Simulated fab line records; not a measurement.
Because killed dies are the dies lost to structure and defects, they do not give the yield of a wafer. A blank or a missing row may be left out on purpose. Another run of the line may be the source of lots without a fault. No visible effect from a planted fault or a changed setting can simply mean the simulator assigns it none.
A struck lot beside a sound one -- flow sky130 -- 17 steps out of a route of 708
Sound: the wafers L394.1, L394.2, L394.5. Struck: wafer L412.4 (left out: L412.3, a lot-mate that was not struck); the cause follows at the end.
At each step with rows: each side's tool, then ch and its chambers, then its first start. Under that, the readings that differ: sound wafers -- struck wafers -- difference of the means -- sigmas: that difference in standard deviations of wafers without a fault.
alike: words and numbers the same on both sides, and readings whose means are apart by under 2 such deviations; not compared: readings that were withheld, readings missing a value for some wafer, numbers with overlapping values and no deviation given by the record, and bounds like >300 which may hide the same value.
The two part at a step that has a row with sigmas, a row that says differs or no value, or rows on one side only. When numbers do not overlap yet have no deviation, they are printed without sigmas and do not part them. A reading that every wafer of one side lacks parts them only if that side has two wafers or more.

SKY_VT_ADJUST_LVTN_OVL_MEAS_07:
  sound: overlay-02 at day 7 07:19; struck: overlay-01 at day 12 09:42
  alike: VT_ADJUST_LVTN_OVL
following that, these wafers have no rows for 1 step: SKY_VT_ADJUST_LVTN_IMPLANT_08.
SKY_VT_ADJUST_LVTN_STRIP_09: strips in O2/N2.
  sound on plasma-asher-01 ch 0,1, day 7 07:30; struck on plasma-asher-01 ch 0, day 12 09:55
  alike: drypump-motor-current-A, oes-product-au, strip-time-to-endpoint-s
  not compared: rf-hours-counter-h
SKY_VT_ADJUST_LVTN_TW_MEAS_10:
  sound: film-metro-01 at day 7 07:36; struck: film-metro-03 at day 12 09:59
  alike: VT_ADJUST_LVTN_TW
then, 7 steps without rows for these wafers: SKY_VT_ADJUST_LVTN_DEHYDRATE_11 (time 60 s); SKY_VT_ADJUST_LVTN_HMDS_12 (prime time 60 s); SKY_VT_ADJUST_LVTN_COAT_13 (resist thk 1140 nm); SKY_VT_ADJUST_LVTN_SOFTBAKE_14 (time 60 s); SKY_VT_ADJUST_LVTN_EXPOSE_15 (exposes mask HVN STD DERIVED, target cd 600 nm); SKY_VT_ADJUST_LVTN_PEB_16; SKY_VT_ADJUST_LVTN_DEVELOP_17 (develop time 60 s).
SKY_VT_ADJUST_LVTN_OVL_MEAS_18:
  sound: overlay-02 at day 8 03:25; struck: overlay-01 at day 13 11:17
  alike: VT_ADJUST_LVTN_01_OVL
SKY_VT_ADJUST_LVTN_IMPLANT_19:
  sound on implanter-02 ch 0, day 8 03:27; struck on implanter-03 ch 0, day 13 11:21
reading,sound,struck,difference,sigmas
beam-on-s (s),9.99 9.86 9.86,12.79,+2.89,+15
faraday-current-uA,3.68 3.72 3.70,2.88,-0.82,-12
SKY_VT_ADJUST_LVTN_STRIP_20: strips in O2/N2.
  sound on plasma-asher-04 ch 0,1, day 8 03:36; struck on plasma-asher-03 ch 1, day 13 11:29
  alike: drypump-motor-current-A, oes-product-au, strip-time-to-endpoint-s
  not compared: rf-hours-counter-h
SKY_VT_ADJUST_LVTN_TW_MEAS_21:
  sound: film-metro-01 at day 8 03:42; struck: film-metro-02 at day 13 11:34
reading,sound,struck,difference,sigmas
VT_ADJUST_LVTN_2_TW,187.7 188.5 187.5,204.7,+16.8,+17
then, 1 step without rows for these wafers: SKY_VT_ADJUST_NCORE_DEHYDRATE_00 (time 60 s).
-- a jump in the record: the struck wafers' starts before and after are 37 days apart (it breaks off in module VT_ADJUST_NCORE and resumes in module PAD_OPEN, where the first step shown is number 708 of the route) --
SKY_PAD_OPEN_PROBE_99:
  sound: prober-01 at day 46 10:52; struck: prober-01 at day 50 09:58
reading,sound,struck,difference,sigmas
model.etest.res-pwell-under-gate.rs-ohm-sq,2250 2284 2270,2243,-25,
model.etest.nfet-g5v0d10v5.body-rise-v (V),0.6825 0.6886 0.684,0.7059,+0.0209,
model.etest.nfet_16v.body-rise-v (V),0.6756 0.6802 0.6766,0.6986,+0.0211,
model.etest.nfet-g5v0d10v5.vt-sat-v (V),0.7622 0.7721 0.7701,0.7907,+0.0226,
model.etest.nfet-g5v0d10v5.vt-v (V),0.8218 0.8299 0.8284,0.8504,+0.0237,
model.etest.nfet_16v.vt-v (V),0.7725 0.7767 0.7753,0.7999,+0.0251,
model.etest.nfet-g5v0d10v5.vt-long-v (V),0.8175 0.8224 0.8187,0.8447,+0.0252,
  alike: killed_at_M0_to_M3, killed_at_M4_up, killed-at-contacts, killed-at-front-end, killed-at-other, killed-dies, killed-open, killed-short

## WHERE THEY PART
Earliest at SKY_VT_ADJUST_LVTN_IMPLANT_19; latest, in this record, at SKY_VT_ADJUST_LVTN_TW_MEAS_21. Later steps at which nothing parts them and some readings are alike: SKY_PAD_OPEN_PROBE_99.

WHY: what had been put in by the simulator
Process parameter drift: implanter-03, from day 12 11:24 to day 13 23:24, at SKY_VT_ADJUST_LVTN_IMPLANT_19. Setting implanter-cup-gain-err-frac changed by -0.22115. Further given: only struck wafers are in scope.
